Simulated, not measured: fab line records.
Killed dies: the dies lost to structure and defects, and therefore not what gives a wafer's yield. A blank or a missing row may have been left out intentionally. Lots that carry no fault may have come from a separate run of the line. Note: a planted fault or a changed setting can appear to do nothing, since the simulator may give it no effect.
fab line records | flow sky130
record lots=15 | wafers=45 | last_day=50
route steps=708 shown LDD_P@259 CONTACT@421 METAL1@451
lots that met no fault: taken from a fault-free run of the same line
start_h: start of the lot's first displayed wafer, in hours after the record's first day | wait_h: hours since the lot's step before | " identical to the entry in the row above | L1.1+2: several wafers, shown together as one row | - no value present, or no start provided | * or withheld: withheld | < > ~ a bound
route shown NAME@n: NAME is a module with steps in the file, n the number in the route of the first one | usual: mean/standard deviation taken from wafers without a fault | same: alike in all rows | chamber/n: place in a boat | sites: per-site readings | _std_site: their standard deviation | _edge_site: outer sites' mean less inner sites' | radius_mm: how far each site lies from the wafer's centre | mask NAME#n: copy n | behind: tool/chamber where the wafer was last shaped | hold: what put the lot on hold/how long, in hours/how the hold closed | device: names the non-switching transistor (n, p or np) | end of line: the same wafers' tests at the end of the route | a step with no rows: only its recipe | killed: dies lost to structure and defects at the first sort, not the wafer's yield | map: per-die view of a wafer (x killed, . not killed, _ where there is no die)
set.NAME: the setting the step ran with; set.NAME@STEP: the setting that earlier step ran with | model.NAME: the simulator's own value behind a step, which no gauge read
a sample of lots followed through the steps of the route, with each step as a table and each wafer as a row
services: when a tool's chamber went out of use (start_h, in hours from the record's first day, below 0 if earlier), for how many hours, and the reason
## steps
# step SKY_LDD_P_EXPOSE_04
# recipe mask_id=PSDM | na=0.6 | source_shape=conventional | sigma_outer=0.6 | polarization=unpolarized | target_cd_nm=380 | dose_mj=138
# usual exposure_dose_mJ_cm2=137.98/0.14
lot.wafer | tool             | chamber | start_h | wait_h | mask   | exposure_dose_mJ_cm2
L922.3    | iline_stepper-02 | 0       | 421.51  | -      | PSDM#0 | 138.09
L922.4    | "                | 0       | "       | "      | PSDM#0 | 138.03
L922.6    | "                | 0       | "       | "      | PSDM#0 | 137.84
L923.2    | iline_stepper-02 | 0       | 427.57  | -      | PSDM#0 | 137.96
L923.3    | "                | 0       | "       | "      | PSDM#0 | 137.75
L923.5    | "                | 0       | "       | "      | PSDM#0 | 137.94
L924.2    | iline_stepper-02 | 0       | 434.87  | -      | PSDM#0 | 137.97
L924.4    | "                | 0       | "       | "      | PSDM#0 | 138.16
L924.6    | "                | 0       | "       | "      | PSDM#0 | 137.98
L925.2    | iline_stepper-02 | 0       | 438.97  | -      | PSDM#0 | 138.09
L925.4    | "                | 0       | "       | "      | PSDM#0 | 138.23
L925.5    | "                | 0       | "       | "      | PSDM#0 | 138.09
L926.1    | iline_stepper-02 | 0       | 450.35  | -      | PSDM#0 | 137.87
L926.2    | "                | 0       | "       | "      | PSDM#0 | 138.05
L926.3    | "                | 0       | "       | "      | PSDM#0 | 138.00
L927.2    | iline_stepper-02 | 0       | 458.47  | -      | PSDM#0 | 92.24
L927.3    | "                | 0       | "       | "      | PSDM#0 | 92.14
L927.5    | "                | 0       | "       | "      | PSDM#0 | 92.24
L928.1    | iline_stepper-01 | 0       | 469.85  | -      | PSDM#0 | 137.73
L928.4    | "                | 0       | "       | "      | PSDM#0 | 137.88
L928.5    | "                | 0       | "       | "      | PSDM#0 | 137.89
L929.1    | iline_stepper-02 | 0       | 491.35  | -      | PSDM#0 | 101.43
L929.5    | "                | 0       | "       | "      | PSDM#0 | 101.46
L929.6    | "                | 0       | "       | "      | PSDM#0 | 101.73
L930.2    | iline_stepper-02 | 0       | 492.92  | -      | PSDM#0 | 101.82
L930.3    | "                | 0       | "       | "      | PSDM#0 | 101.68
L930.5    | "                | 0       | "       | "      | PSDM#0 | 101.67
L931.1    | iline_stepper-02 | 0       | 493.51  | -      | PSDM#0 | 101.43
L931.3    | "                | 0       | "       | "      | PSDM#0 | 101.39
L931.5    | "                | 0       | "       | "      | PSDM#0 | 101.71
L932.1    | iline_stepper-01 | 0       | 498.15  | -      | PSDM#0 | 138.14
L932.4    | "                | 0       | "       | "      | PSDM#0 | 138.06
L932.6    | "                | 0       | "       | "      | PSDM#0 | 137.93
L937.1    | iline_stepper-01 | 0       | 545.57  | -      | PSDM#0 | 138.05
L937.2    | "                | 0       | "       | "      | PSDM#0 | 138.21
L937.4    | "                | 0       | "       | "      | PSDM#0 | 138.07
L940.2    | iline_stepper-01 | 0       | 574.07  | -      | PSDM#0 | 137.86
L940.3    | "                | 0       | "       | "      | PSDM#0 | 138.05
L940.5    | "                | 0       | "       | "      | PSDM#0 | 137.79
L942.2    | iline_stepper-01 | 0       | 588.92  | -      | PSDM#0 | 137.82
L942.3    | "                | 0       | "       | "      | PSDM#0 | 137.89
L942.4    | "                | 0       | "       | "      | PSDM#0 | 138.02
L943.1    | iline_stepper-01 | 0       | 596.63  | -      | PSDM#0 | 137.94
L943.3    | "                | 0       | "       | "      | PSDM#0 | 138.10
L943.4    | "                | 0       | "       | "      | PSDM#0 | 137.89
# step SKY_LDD_P_CD_MEAS_07
# recipe target_cd_nm=380
# usual cd_nm=380.0/2.6
lot.wafer | tool      | chamber | start_h | wait_h | cd_nm
L922.3    | cd_sem-01 | -       | 436.79  | 0.1    | 381.3
L922.4    | "         | -       | "       | "      | 383.6
L922.6    | "         | -       | "       | "      | 383.2
L923.2    | cd_sem-01 | -       | 443.07  | 0.1    | 376.9
L923.3    | "         | -       | "       | "      | 377.9
L923.5    | "         | -       | "       | "      | 378.2
L924.2    | cd_sem-01 | -       | 450.77  | 0.1    | 379.9
L924.4    | "         | -       | "       | "      | 377.8
L924.6    | "         | -       | "       | "      | 378.4
L925.2    | cd_sem-01 | -       | 454.52  | 0.1    | 377.5
L925.4    | "         | -       | "       | "      | 377.8
L925.5    | "         | -       | "       | "      | 377.5
L926.1    | cd_sem-01 | -       | 465.56  | 0.4    | 380.1
L926.2    | "         | -       | "       | "      | 379.6
L926.3    | "         | -       | "       | "      | 378.9
L927.2    | cd_sem-01 | -       | 474.00  | 0.1    | 263.5
L927.3    | "         | -       | "       | "      | 261.3
L927.5    | "         | -       | "       | "      | 265.4
L928.1    | cd_sem-01 | -       | 485.08  | 0.1    | 381.3
L928.4    | "         | -       | "       | "      | 382.9
L928.5    | "         | -       | "       | "      | 383.1
L929.1    | cd_sem-01 | -       | 506.90  | 0.1    | 292.1
L929.5    | "         | -       | "       | "      | 293.4
L929.6    | "         | -       | "       | "      | 292.8
L930.2    | cd_sem-01 | -       | 507.99  | 0.2    | 290.4
L930.3    | "         | -       | "       | "      | 291.2
L930.5    | "         | -       | "       | "      | 291.3
L931.1    | cd_sem-01 | -       | 508.50  | 0.1    | 291.6
L931.3    | "         | -       | "       | "      | 292.6
L931.5    | "         | -       | "       | "      | 293.5
L932.1    | cd_sem-01 | -       | 513.68  | 0.1    | 380.4
L932.4    | "         | -       | "       | "      | 380.1
L932.6    | "         | -       | "       | "      | 378.4
L937.1    | cd_sem-01 | -       | 560.33  | 0.1    | 381.6
L937.2    | "         | -       | "       | "      | 384.7
L937.4    | "         | -       | "       | "      | 385.0
L940.2    | cd_sem-01 | -       | 589.10  | 0.1    | 373.7
L940.3    | "         | -       | "       | "      | 375.9
L940.5    | "         | -       | "       | "      | 372.6
L942.2    | cd_sem-01 | -       | 603.52  | 0.1    | 380.7
L942.3    | "         | -       | "       | "      | 378.2
L942.4    | "         | -       | "       | "      | 379.5
L943.1    | cd_sem-01 | -       | 611.40  | 0.1    | 378.1
L943.3    | "         | -       | "       | "      | 381.9
L943.4    | "         | -       | "       | "      | 380.3
# step SKY_CONTACT_OVL_MEAS_15
# usual CONTACT_OVL=0/4.4
lot.wafer | tool       | chamber | start_h | wait_h | CONTACT_OVL[nm]
L922.3    | overlay-01 | -       | 740.13  | 0.1    | -2
L922.4    | "          | -       | "       | "      | -3
L922.6    | "          | -       | "       | "      | 0
L923.2    | overlay-01 | -       | 746.62  | 0.1    | 0
L923.3    | "          | -       | "       | "      | 4
L923.5    | "          | -       | "       | "      | 4
L924.2    | overlay-02 | -       | 750.91  | 0.1    | 0
L924.4    | "          | -       | "       | "      | 0
L924.6    | "          | -       | "       | "      | -10
L925.2    | overlay-01 | -       | 757.66  | 0.1    | -3
L925.4    | "          | -       | "       | "      | -5
L925.5    | "          | -       | "       | "      | 2
L926.1    | overlay-01 | -       | 764.61  | 0.1    | 5
L926.2    | "          | -       | "       | "      | 8
L926.3    | "          | -       | "       | "      | 8
L927.2    | overlay-02 | -       | 772.71  | 0.1    | -5
L927.3    | "          | -       | "       | "      | 2
L927.5    | "          | -       | "       | "      | -4
L928.1    | overlay-01 | -       | 781.61  | 0.1    | -5
L928.4    | "          | -       | "       | "      | 2
L928.5    | "          | -       | "       | "      | -7
L929.1    | overlay-01 | -       | 801.92  | 0.1    | 5
L929.5    | "          | -       | "       | "      | 10
L929.6    | "          | -       | "       | "      | 6
L930.2    | overlay-01 | -       | 804.06  | 0.1    | -1
L930.3    | "          | -       | "       | "      | -4
L930.5    | "          | -       | "       | "      | -3
L931.1    | overlay-02 | -       | 804.92  | 0.1    | 5
L931.3    | "          | -       | "       | "      | 5
L931.5    | "          | -       | "       | "      | 1
L932.1    | overlay-01 | -       | 808.16  | 0.1    | -1
L932.4    | "          | -       | "       | "      | 7
L932.6    | "          | -       | "       | "      | 5
L937.1    | overlay-01 | -       | 849.12  | 0.1    | -3
L937.2    | "          | -       | "       | "      | -4
L937.4    | "          | -       | "       | "      | -2
L940.2    | overlay-02 | -       | 873.41  | 0.1    | -2
L940.3    | "          | -       | "       | "      | 2
L940.5    | "          | -       | "       | "      | 0
L942.2    | overlay-01 | -       | 885.22  | 0.1    | -4
L942.3    | "          | -       | "       | "      | -5
L942.4    | "          | -       | "       | "      | -2
L943.1    | overlay-02 | -       | 894.26  | 0.1    | -3
L943.3    | "          | -       | "       | "      | 4
L943.4    | "          | -       | "       | "      | -4
# step SKY_METAL1_DESCUM_17
# recipe chemistry=O2 | source_power_w=150 | bias_power_w=0 | pressure_mtorr=10 | temp_c=40 | time_s=8
# usual drypump_motor_current_A=5.8/0.45 | oes_product_au=1.003/0.007
lot.wafer | tool         | chamber | start_h | wait_h | drypump_motor_current_A | oes_product_au | rf_hours_counter_h
L922.3    | rie_metal-03 | 0       | 768.51  | 0.0    | 5.8                     | 0.992          | -
L922.4    | "            | 1       | "       | "      | 5.1                     | 1.000          | -
L922.6    | "            | 1       | "       | "      | 5.1                     | 1.003          | -
L923.2    | rie_metal-04 | 1       | 774.34  | 0.0    | 5.8                     | 0.998          | 14
L923.3    | "            | 1       | "       | "      | 5.8                     | 0.990          | -
L923.5    | "            | 1       | "       | "      | 5.8                     | 1.005          | -
L924.2    | rie_metal-04 | 0       | 778.50  | 0.0    | 5.9                     | 1.010          | 5
L924.4    | "            | 0       | "       | "      | 5.9                     | 1.008          | -
L924.6    | "            | 1       | "       | "      | 5.8                     | 0.996          | -
L925.2    | rie_metal-01 | 0       | 785.35  | 0.0    | 6.1                     | 1.002          | 14
L925.4    | "            | 1       | "       | "      | 6.6                     | 0.994          | -
L925.5    | "            | 1       | "       | "      | 6.6                     | 1.000          | -
L926.1    | rie_metal-04 | 0       | 792.89  | 0.0    | 5.9                     | 1.004          | 6
L926.2    | "            | 1       | "       | "      | 5.8                     | 1.000          | 14
L926.3    | "            | 0       | "       | "      | 5.9                     | 1.014          | -
L927.2    | rie_metal-03 | 1       | 801.29  | 0.0    | 5.1                     | 1.005          | 1
L927.3    | "            | 0       | "       | "      | 5.8                     | 1.002          | -
L927.5    | "            | 1       | "       | "      | 5.1                     | 1.007          | -
L928.1    | rie_metal-03 | 1       | 810.20  | 0.0    | 5.1                     | 1.002          | 1
L928.4    | "            | 1       | "       | "      | 5.1                     | 1.006          | -
L928.5    | "            | 0       | "       | "      | 5.8                     | 0.990          | -
L929.1    | rie_metal-01 | 0       | 830.00  | 0.0    | 6.1                     | 0.985          | 16
L929.5    | "            | 1       | "       | "      | 6.5                     | 1.004          | -
L929.6    | "            | 0       | "       | "      | 6.1                     | 0.988          | -
L930.2    | rie_metal-03 | 0       | 832.14  | 0.0    | 5.9                     | 1.000          | 14
L930.3    | "            | 0       | "       | "      | 5.9                     | 0.995          | -
L930.5    | "            | 1       | "       | "      | 5.1                     | 1.004          | -
L931.1    | rie_metal-04 | 0       | 833.25  | 0.0    | 5.9                     | 1.005          | 8
L931.3    | "            | 1       | "       | "      | 5.8                     | 1.011          | -
L931.5    | "            | 1       | "       | "      | 5.8                     | 1.008          | -
L932.1    | rie_metal-01 | 0       | 836.10  | 0.0    | 6.1                     | 0.992          | 16
L932.4    | "            | 1       | "       | "      | 6.6                     | 1.001          | -
L932.6    | "            | 1       | "       | "      | 6.6                     | 1.001          | -
L937.1    | rie_metal-04 | 0       | 877.05  | 0.0    | 5.9                     | 1.016          | 10
L937.2    | "            | 0       | "       | "      | 5.9                     | 1.001          | -
L937.4    | "            | 0       | "       | "      | 5.9                     | 1.009          | -
L940.2    | rie_metal-04 | 0       | 901.30  | 0.0    | 5.9                     | 1.001          | 11
L940.3    | "            | 0       | "       | "      | 5.8                     | 1.010          | -
L940.5    | "            | 0       | "       | "      | 5.9                     | 1.003          | -
L942.2    | rie_metal-04 | 0       | 912.10  | 0.0    | 5.9                     | 1.005          | 12
L942.3    | "            | 0       | "       | "      | 5.9                     | 1.008          | -
L942.4    | "            | 1       | "       | "      | 5.8                     | 1.011          | -
L943.1    | rie_metal-03 | 1       | 921.40  | 0.0    | 5.1                     | 1.007          | 7
L943.3    | "            | 0       | "       | "      | 5.9                     | 1.006          | -
L943.4    | "            | 1       | "       | "      | 5.1                     | 1.015          | -
# step SKY_METAL1_ETCH_18
# recipe chemistry=N2/H2 | target=BARC | ion_energy_ev=200 | bias_w=100 | pressure_mtorr=30 | n2_flow_sccm=100 | h2_flow_sccm=200 | icp_w=500 | stop_on=SiO2 | time_s=45.9 | target_depth_a=600
# usual drypump_motor_current_A=5.8/0.45 | oes_product_au=0.854/0.0049 | throttle_valve_pct=13.224/0.009
lot.wafer | tool         | chamber | start_h | wait_h | drypump_motor_current_A | oes_product_au | rf_hours_counter_h | throttle_valve_pct
L922.3    | rie_metal-03 | 0       | 768.56  | 0.0    | 5.9                     | 0.858          | -                  | 13.228
L922.4    | "            | 1       | "       | "      | 5.1                     | 0.845          | -                  | 13.223
L922.6    | "            | 1       | "       | "      | 5.1                     | 0.854          | -                  | 13.230
L923.2    | rie_metal-04 | 1       | 774.38  | 0.0    | 5.8                     | 0.849          | 14                 | 13.219
L923.3    | "            | 1       | "       | "      | 5.8                     | 0.867          | -                  | 13.224
L923.5    | "            | 1       | "       | "      | 5.8                     | 0.845          | -                  | 13.219
L924.2    | rie_metal-04 | 0       | 778.53  | 0.0    | 5.9                     | 0.848          | 5                  | 13.225
L924.4    | "            | 0       | "       | "      | 5.9                     | 0.857          | -                  | 13.224
L924.6    | "            | 1       | "       | "      | 5.8                     | 0.850          | -                  | 13.217
L925.2    | rie_metal-01 | 0       | 785.38  | 0.0    | 6.1                     | 0.847          | 14                 | 13.228
L925.4    | "            | 1       | "       | "      | 6.5                     | 0.849          | -                  | 13.215
L925.5    | "            | 1       | "       | "      | 6.6                     | 0.856          | -                  | 13.221
L926.1    | rie_metal-04 | 0       | 792.93  | 0.0    | 5.9                     | 0.855          | 6                  | 13.224
L926.2    | "            | 1       | "       | "      | 5.8                     | 0.852          | 14                 | 13.228
L926.3    | "            | 0       | "       | "      | 5.9                     | 0.855          | -                  | 13.240
L927.2    | rie_metal-03 | 1       | 801.33  | 0.0    | 5.1                     | 0.851          | 1                  | 13.224
L927.3    | "            | 0       | "       | "      | 5.8                     | 0.859          | -                  | 13.229
L927.5    | "            | 1       | "       | "      | 5.1                     | 0.854          | -                  | 13.229
L928.1    | rie_metal-03 | 1       | 810.23  | 0.0    | 5.1                     | 0.850          | 1                  | 13.225
L928.4    | "            | 1       | "       | "      | 5.1                     | 0.850          | -                  | 13.207
L928.5    | "            | 0       | "       | "      | 5.9                     | 0.849          | -                  | 13.225
L929.1    | rie_metal-01 | 0       | 830.03  | 0.0    | 6.1                     | 0.857          | 16                 | 13.205
L929.5    | "            | 1       | "       | "      | 6.5                     | 0.855          | -                  | 13.240
L929.6    | "            | 0       | "       | "      | 6.1                     | 0.849          | -                  | 13.211
L930.2    | rie_metal-03 | 0       | 832.18  | 0.0    | 5.9                     | 0.856          | 14                 | 13.228
L930.3    | "            | 0       | "       | "      | 5.9                     | 0.861          | -                  | 13.222
L930.5    | "            | 1       | "       | "      | 5.0                     | 0.844          | -                  | 13.216
L931.1    | rie_metal-04 | 0       | 833.28  | 0.0    | 5.9                     | 0.850          | 8                  | 13.219
L931.3    | "            | 1       | "       | "      | 5.8                     | 0.861          | -                  | 13.225
L931.5    | "            | 1       | "       | "      | 5.8                     | 0.850          | -                  | 13.225
L932.1    | rie_metal-01 | 0       | 836.13  | 0.0    | 6.1                     | 0.853          | 16                 | 13.232
L932.4    | "            | 1       | "       | "      | 6.6                     | 0.857          | -                  | 13.235
L932.6    | "            | 1       | "       | "      | 6.5                     | 0.843          | -                  | 13.224
L937.1    | rie_metal-04 | 0       | 877.11  | 0.1    | 5.9                     | 0.841          | 10                 | 13.234
L937.2    | "            | 0       | "       | "      | 5.9                     | 0.852          | -                  | 13.224
L937.4    | "            | 0       | "       | "      | 5.9                     | 0.860          | -                  | 13.227
L940.2    | rie_metal-04 | 0       | 901.33  | 0.0    | 5.9                     | 0.860          | 11                 | 13.236
L940.3    | "            | 0       | "       | "      | 5.9                     | 0.853          | -                  | 13.222
L940.5    | "            | 0       | "       | "      | 5.9                     | 0.855          | -                  | 13.242
L942.2    | rie_metal-04 | 0       | 912.14  | 0.0    | 5.9                     | 0.851          | 12                 | 13.217
L942.3    | "            | 0       | "       | "      | 5.9                     | 0.852          | -                  | 13.203
L942.4    | "            | 1       | "       | "      | 5.8                     | 0.854          | -                  | 13.232
L943.1    | rie_metal-03 | 1       | 921.44  | 0.0    | 5.1                     | 0.859          | 7                  | 13.243
L943.3    | "            | 0       | "       | "      | 5.9                     | 0.866          | -                  | 13.234
L943.4    | "            | 1       | "       | "      | 5.1                     | 0.847          | -                  | 13.228
## services
tool             | chamber | start_h | hours | kind
rie_metal-01     | 0       | 411.70  | 3.1   | repair
iline_stepper-01 | -       | 432.59  | 12.4  | repair
rie_metal-04     | 0       | 440.30  | 14.8  | repair
rie_metal-04     | 0       | 456.27  | 6.0   | repair
rie_metal-03     | -       | 481.19  | 0.6   | repair
iline_stepper-01 | -       | 483.96  | 9.6   | repair
rie_metal-04     | -       | 515.52  | 1.4   | pm
rie_metal-01     | 1       | 516.45  | 17.7  | repair
rie_metal-04     | 0       | 525.22  | 28.9  | repair
iline_stepper-01 | -       | 558.66  | 1.7   | pm
iline_stepper-01 | -       | 580.90  | 4.4   | pm
iline_stepper-02 | -       | 595.57  | 1.7   | pm
rie_metal-04     | -       | 595.96  | 1.1   | repair
rie_metal-03     | -       | 683.55  | 1.1   | repair
rie_metal-03     | 0       | 708.43  | 4.7   | repair
rie_metal-03     | 1       | 725.49  | 3.0   | repair
iline_stepper-02 | -       | 726.46  | 8.9   | pm
iline_stepper-01 | -       | 750.70  | 4.3   | pm
iline_stepper-01 | -       | 776.84  | 1.7   | pm
rie_metal-01     | 0       | 781.30  | 1.6   | repair
iline_stepper-01 | -       | 792.46  | 2.1   | pm
iline_stepper-01 | -       | 799.89  | 1.5   | repair
iline_stepper-02 | -       | 813.75  | 1.7   | pm
rie_metal-03     | 0       | 878.31  | 20.1  | repair
## key
first_sign step=SKY_LDD_P_EXPOSE_04 | reading=exposure_dose_mJ_cm2 | direction=down | sigmas=99+ | usual=* | struck=*
effect step=SKY_LDD_P_CD_MEAS_07 | reading=cd_nm | direction=down | sigmas=37 | usual=380.0 | struck=284.9 | through=control_loop
met_at SKY_LDD_P_EXPOSE_04
struck_lots L927,L929,L930,L931
sort_left_out L927.2,L927.3,L927.5,L929.1,L929.5,L929.6,L930.2,L930.3,L930.5,L931.1,L931.3,L931.5
tester_left_out L927,L929,L930,L931
loop_trim step=SKY_LDD_P_EXPOSE_04 | setting=dose | lots=L929,L930,L931
not_acting_at SKY_CONTACT_OVL_MEAS_15,SKY_METAL1_DESCUM_17,SKY_METAL1_ETCH_18
onset_between 450.35 458.47
fault kind=process_parameter_drift | tool=iline_stepper-02 | chamber=- | onset_h=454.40 | steps=SKY_LDD_P_EXPOSE_04 | channel=dose_mj | offset=-45.451 | shape=step | acts_in=these_recipes_only | stated=138
# tester_left_out: of these lots the tester's yield and bins aren't shown, on N5 and GAA mostly nor the transistor test; their killed dies are dies lost to structure and defects alone, not to doping, threshold or leakage, so they don't give the yield
# sort_left_out: the simulated sort isn't trusted on such a fault, so these wafers' sort isn't shown, and their yield isn't known
# loop_trim: a control loop set the setting to another value than it would have without faults
